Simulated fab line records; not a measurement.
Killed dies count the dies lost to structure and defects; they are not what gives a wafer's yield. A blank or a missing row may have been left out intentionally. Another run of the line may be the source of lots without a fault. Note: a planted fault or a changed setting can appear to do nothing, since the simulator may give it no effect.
Chamber matching || flow sky130 || SKY_CONTACT_CMP_27 on cmp-02: 4 sister chambers
The step polishes, stops on SiO2, t overpolish 15 s, target thk 0 nm. 8 wafers are shown with their chamber, then 12 later ones without.

WAFERS, EACH WITH ITS CHAMBER
{"wafer": "L084.2", "chamber": 1, "motor-current-A (A)": 11.9, "time-to-endpoint-s (s)": 83}
{"wafer": "L086.4", "chamber": 1, "motor-current-A (A)": 11.4, "time-to-endpoint-s (s)": 84}
{"wafer": "L087.1", "chamber": 3, "motor-current-A (A)": 11.4, "time-to-endpoint-s (s)": 79}
{"wafer": "L087.3", "chamber": 0, "motor-current-A (A)": 13.6, "time-to-endpoint-s (s)": 83}
{"wafer": "L087.5", "chamber": 0, "motor-current-A (A)": 13.4, "time-to-endpoint-s (s)": 81}
{"wafer": "L090.2", "chamber": 3, "motor-current-A (A)": 11.1, "time-to-endpoint-s (s)": 78}
{"wafer": "L090.3", "chamber": 2, "motor-current-A (A)": 10.0, "time-to-endpoint-s (s)": 86}
{"wafer": "L090.6", "chamber": 2, "motor-current-A (A)": 9.5, "time-to-endpoint-s (s)": 83}

WAFERS WHOSE CHAMBER IS MISSING
{"wafer": "L091.1", "motor-current-A (A)": 10.2, "time-to-endpoint-s (s)": 86}
{"wafer": "L091.4", "motor-current-A (A)": 14.7, "time-to-endpoint-s (s)": 87}
{"wafer": "L091.5", "motor-current-A (A)": 10.8, "time-to-endpoint-s (s)": 82}
{"wafer": "L093.1", "motor-current-A (A)": 10.8, "time-to-endpoint-s (s)": 80}
{"wafer": "L093.2", "motor-current-A (A)": 11.8, "time-to-endpoint-s (s)": 85}
{"wafer": "L093.5", "motor-current-A (A)": 10.7, "time-to-endpoint-s (s)": 79}
{"wafer": "L094.1", "motor-current-A (A)": 9.9, "time-to-endpoint-s (s)": 85}
{"wafer": "L094.5", "motor-current-A (A)": 10.7, "time-to-endpoint-s (s)": 79}
{"wafer": "L094.6", "motor-current-A (A)": 14.0, "time-to-endpoint-s (s)": 85}
{"wafer": "L096.1", "motor-current-A (A)": 11.2, "time-to-endpoint-s (s)": 80}
{"wafer": "L096.2", "motor-current-A (A)": 14.0, "time-to-endpoint-s (s)": 83}
{"wafer": "L096.5", "motor-current-A (A)": 10.4, "time-to-endpoint-s (s)": 81}

EACH ONE'S CHAMBER
{"wafer": "L091.1", "from the rows above": 2, "in truth": 2}
{"wafer": "L091.4", "from the rows above": 0, "in truth": 0}
{"wafer": "L091.5", "from the rows above": "can't be placed: 3 or 1 or 2", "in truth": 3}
{"wafer": "L093.1", "from the rows above": 3, "in truth": 3}
{"wafer": "L093.2", "from the rows above": 1, "in truth": 1}
{"wafer": "L093.5", "from the rows above": 3, "in truth": 3}
{"wafer": "L094.1", "from the rows above": 2, "in truth": 2}
{"wafer": "L094.5", "from the rows above": 3, "in truth": 3}
{"wafer": "L094.6", "from the rows above": 0, "in truth": 0}
{"wafer": "L096.1", "from the rows above": "can't be placed: 3 or 1", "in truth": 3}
{"wafer": "L096.2", "from the rows above": 0, "in truth": 0}
{"wafer": "L096.5", "from the rows above": "can't be placed: 2 or 3 or 1", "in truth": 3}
Correctly placed: 9 of 12. These rows do not allow placing 3 (true chamber among the candidates in 3). 0 placed wrongly.
How it was worked out, from the rows above alone: a wafer's distance from a chamber is the root of the sum, over the readings, of the square of ((its reading less the chamber's mean) divided by the reading's scatter). The wafer belongs to the nearest chamber; if the next one is less than 2 further off, it can't be placed. Each chamber's mean is taken over the wafers shown for it. The scatter: take each reading less its chamber's mean, square it, sum over the shown wafers, divide by the number of wafers less the number of chambers, and take the root.
